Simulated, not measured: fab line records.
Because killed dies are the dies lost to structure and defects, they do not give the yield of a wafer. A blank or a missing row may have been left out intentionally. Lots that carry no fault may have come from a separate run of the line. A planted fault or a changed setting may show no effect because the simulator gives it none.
What tool caused it? :: flow gf180mcu :: 11 lots (32 wafers sampled), 1 step of a 602-step route

## WHAT THE GAUGES SHOWED, per wafer
GF_M3_THK_MEAS_06: measures by xrf.
lot: L958
measured: day 20 06:58
on: filmMetro-03
M3_ALCU_THK (nm): 458 452 454

lot: L959
measured: day 20 18:41
on: filmMetro-04
M3_ALCU_THK (nm): 456 455 453

lot: L966
measured: day 23 17:04
on: filmMetro-04
M3_ALCU_THK (nm): 454 456

lot: L971
measured: day 25 03:16
on: filmMetro-04
M3_ALCU_THK (nm): 453 454 447

lot: L972
measured: day 25 10:36
on: filmMetro-04
M3_ALCU_THK (nm): 453 449 457

lot: L973
measured: day 25 15:38
on: filmMetro-04
M3_ALCU_THK (nm): 446 450 445

lot: L977
measured: day 27 00:41
on: filmMetro-04
M3_ALCU_THK (nm): 447 443 453

lot: L978
measured: day 27 07:55
on: filmMetro-03
M3_ALCU_THK (nm): 450 451 453

lot: L979
measured: day 27 12:55
on: filmMetro-03
M3_ALCU_THK (nm): 451 451 449

lot: L980
measured: day 27 16:46
on: filmMetro-03
M3_ALCU_THK (nm): 459 459 459

lot: L981
measured: day 28 01:26
on: filmMetro-03
M3_ALCU_THK (nm): 450 447 448

## EACH LOT AND THE TOOL THAT RAN IT (in order: tool; ch and the chambers of the sampled wafers; start)
The record shows no process step preceding these readings.

## THE ANSWER, worked out from the rows above alone
Rule: the lots themselves supply what counts as usual. The widest of any qualifying gaps counts: lots, ordered by their means at a reading, are off when they make up no more than a third of the lots, leave a main group of 4 or more, and stand apart from it by 3 or more times the standard deviation of that group's means. The tables above print the reading to a certain number of digits; a main group whose means all agree to those digits is not used. A lot without any number at a reading at which 4 lots or more have one is off too. Where the step has rows for the other lots, those lots are counted as sound.
Nothing can be told from this: no lot is off at any reading shown.

## WHAT THE SIMULATOR HAD PUT IN
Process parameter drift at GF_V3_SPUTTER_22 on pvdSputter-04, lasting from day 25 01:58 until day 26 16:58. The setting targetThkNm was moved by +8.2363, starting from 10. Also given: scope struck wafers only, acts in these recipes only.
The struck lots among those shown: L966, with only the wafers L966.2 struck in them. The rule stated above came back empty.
